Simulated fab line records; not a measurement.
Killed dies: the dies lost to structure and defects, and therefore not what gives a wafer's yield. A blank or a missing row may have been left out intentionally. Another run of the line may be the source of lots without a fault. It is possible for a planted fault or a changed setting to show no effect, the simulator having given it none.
Which tool is to blame?	flow gf180mcu	12 lots with 36 wafers sampled at 5 steps, on a route of 602 steps

== WHAT THE GAUGES SHOWED, per wafer ==
GF_M4_CD_MEAS_14: the cd target is 280 nm. Usual: cd_nm 279.8 nm, standard deviation 1.
lot	measured	on	cd_nm (nm)	flag
L165	day 24 01:14	cd_sem-01	279.8 280.4 280.0	
L167	day 24 10:44	cd_sem-02	280.1 280.5 280.9	
L169	day 25 05:12	cd_sem-01	279.9 279.3 280.1	
L171	day 26 04:13	cd_sem-02	280.2 281.7 280.5	
L173	day 26 08:00	cd_sem-01	279.4 280.0 279.2	
L175	day 27 18:35	cd_sem-02	280.0 280.5 279.6	
L176	day 27 21:52	cd_sem-02	279.9 280.3 280.3	
L178	day 27 23:46	cd_sem-01	279.6 279.5 279.8	
L179	day 28 16:26	cd_sem-01	281.0 281.1 282.1	
L181	day 28 22:49	cd_sem-01	280.2 278.9 280.0	
L184	day 29 19:58	cd_sem-01	297.7 297.4 297.3	OFF
L186	day 30 09:26	cd_sem-02	296.6 294.2 295.7	OFF

== TOOL THAT RAN EACH LOT (tool first, then ch and the chambers of the sampled wafers, then the start) ==
lot	GF_V3_STRIP_18	GF_M4_SPUTTER_00	GF_M4_SPUTTER_01	GF_M4_PEB_12
L165	plasma_asher-02 ch 0,1, day 22 17:02	pvd_sputter-03, day 23 03:23	pvd_sputter-03, day 23 03:29	litho_track-03 ch 0, day 24 00:53
L167	plasma_asher-02 ch 0,1, day 23 11:05	pvd_sputter-01, day 23 12:19	pvd_sputter-01, day 23 12:25	litho_track-04 ch 0, day 24 10:23
L169	plasma_asher-01 ch 0,1, day 24 05:44	pvd_sputter-01, day 24 06:59	pvd_sputter-01, day 24 07:05	litho_track-01 ch 0, day 25 04:51
L171	plasma_asher-03 ch 0,1, day 25 05:36	pvd_sputter-01, day 25 06:52	pvd_sputter-01, day 25 06:58	litho_track-03 ch 0, day 26 03:52
L173	plasma_asher-03 ch 0,1, day 25 08:46	pvd_sputter-03, day 25 10:08	pvd_sputter-03, day 25 10:14	litho_track-04 ch 0, day 26 07:41
L175	plasma_asher-02 ch 0,1, day 26 20:32	pvd_sputter-01, day 26 21:46	pvd_sputter-01, day 26 21:52	litho_track-04 ch 0, day 27 18:14
L176	plasma_asher-01 ch 0,1, day 26 23:58	pvd_sputter-04, day 27 01:26	pvd_sputter-04, day 27 01:32	litho_track-01 ch 0, day 27 21:32
L178	plasma_asher-03 ch 0,1, day 27 01:47	pvd_sputter-01, day 27 03:01	pvd_sputter-01, day 27 03:07	litho_track-01 ch 0, day 27 23:26
L179	plasma_asher-02 ch 0, day 27 20:14	pvd_sputter-01, day 27 21:30	pvd_sputter-01, day 27 21:36	litho_track-03 ch 0, day 28 16:05
L181	plasma_asher-02 ch 0,1, day 28 02:05	pvd_sputter-04, day 28 03:19	pvd_sputter-04, day 28 03:25	litho_track-04 ch 0, day 28 22:28
L184	plasma_asher-02 ch 0,1, day 28 23:26	pvd_sputter-03, day 29 00:40	pvd_sputter-03, day 29 00:46	litho_track-04 ch 0, day 29 19:37
L186	plasma_asher-02 ch 0,1, day 29 13:50	pvd_sputter-04, day 29 15:05	pvd_sputter-04, day 29 15:11	litho_track-04 ch 0, day 30 09:05
- GF_V3_STRIP_18: strips in O2/N2.
- GF_M4_SPUTTER_00: material Ti, target thk 37.5 nm, time 150 s.
- GF_M4_SPUTTER_01: material TiN, target thk 30 nm, time 25 s.
- GF_M4_PEB_12: peb time 90 s.

== WHAT THE TOOLS THEMSELVES READ (means of the sampled wafers that have a number; where no wafer has one, the mark that the record gives instead) ==
GF_V3_STRIP_18. Usual: drypump_motor_current_A 5.7 A, standard deviation 0.45; heater_power_w 327 W, standard deviation 25; oes_product_au 0.593 a.u., standard deviation 0.0044.
lot	tool	drypump_motor_current_A (A)	heater_power_w (W)	oes_product_au (a.u.)	flag
L165	plasma_asher-02	5.8	344	0.594	
L167	plasma_asher-02	5.8	351	0.589	
L169	plasma_asher-01	6.1	290	0.596	
L171	plasma_asher-03	5.2	327	0.591	
L173	plasma_asher-03	5.2	323	0.589	
L175	plasma_asher-02	5.8	349	0.589	
L176	plasma_asher-01	6.1	291	0.594	
L178	plasma_asher-03	5.1	336	0.592	
L179	plasma_asher-02	6.1	353	0.594	
L181	plasma_asher-02	5.9	343	0.595	
L184	plasma_asher-02	5.8	346	0.589	
L186	plasma_asher-02	5.8	349	0.596	

GF_M4_SPUTTER_00. Usual: substrate_temp_c 200.00 C, standard deviation 0.16; throttle_valve_pct 29.8 %, standard deviation 0.77.
lot	tool	substrate_temp_c (C)	throttle_valve_pct (%)	flag
L165	pvd_sputter-03	199.98	29.9	
L167	pvd_sputter-01	199.91	30.2	
L169	pvd_sputter-01	199.85	30.1	
L171	pvd_sputter-01	199.96	30.3	
L173	pvd_sputter-03	200.10	29.6	
L175	pvd_sputter-01	200.25	29.6	
L176	pvd_sputter-04	199.95	30.0	
L178	pvd_sputter-01	200.05	29.6	
L179	pvd_sputter-01	200.12	29.8	
L181	pvd_sputter-04	200.00	30.2	
L184	pvd_sputter-03	199.99	29.4	
L186	pvd_sputter-04	199.87	30.1	

GF_M4_SPUTTER_01. Usual: throttle_valve_pct 29.8 %, standard deviation 0.76.
lot	tool	throttle_valve_pct (%)	flag
L165	pvd_sputter-03	29.7	
L167	pvd_sputter-01	30.0	
L169	pvd_sputter-01	30.1	
L171	pvd_sputter-01	30.4	
L173	pvd_sputter-03	29.6	
L175	pvd_sputter-01	29.7	
L176	pvd_sputter-04	29.8	
L178	pvd_sputter-01	29.7	
L179	pvd_sputter-01	30.0	
L181	pvd_sputter-04	30.2	
L184	pvd_sputter-03	29.5	
L186	pvd_sputter-04	30.2	

GF_M4_PEB_12. Usual: heater_power_total_W 85.69 W, standard deviation 0.085.
lot	tool	heater_power_total_W (W)	flag
L165	litho_track-03	85.74	
L167	litho_track-04	85.67	
L169	litho_track-01	85.70	
L171	litho_track-03	85.68	
L173	litho_track-04	85.64	
L175	litho_track-04	85.69	
L176	litho_track-01	85.75	
L178	litho_track-01	85.71	
L179	litho_track-03	85.59	
L181	litho_track-04	85.65	
L184	litho_track-04	105.13	OFF
L186	litho_track-04	105.28	OFF

== THE ANSWER, worked out from the rows above alone ==
Rule: take the mean of a lot's wafers that have a number; if it is more than 3 standard deviations from the usual mean, the lot is off. Also off: a lot with no number at a reading for which 4 or more lots have one. Where the step has rows for the other lots, those lots are counted as sound. Order of review: gauges by route order, followed by the tools' own readings, for which a lot's mean as printed above is used. The first step at which some lot is off is used, and at that step the reading that is off furthest; a lot without a number counts as furthest.
Off: L184, L186 (GF_M4_CD_MEAS_14, cd_nm).
If a tool, at a process step before that reading, ran all the lots that are off and no sound lot after the first of them, it fits. Not tried: the gauges at GF_M4_CD_MEAS_14; whatever is off there is also off at GF_M4_PEB_12, on other tools, and gauge error can't account for it. Undecided on this evidence; 2 tools fit (plasma_asher-02 at GF_V3_STRIP_18, litho_track-04 at GF_M4_PEB_12).

== WHAT THE SIMULATOR HAD PUT IN ==
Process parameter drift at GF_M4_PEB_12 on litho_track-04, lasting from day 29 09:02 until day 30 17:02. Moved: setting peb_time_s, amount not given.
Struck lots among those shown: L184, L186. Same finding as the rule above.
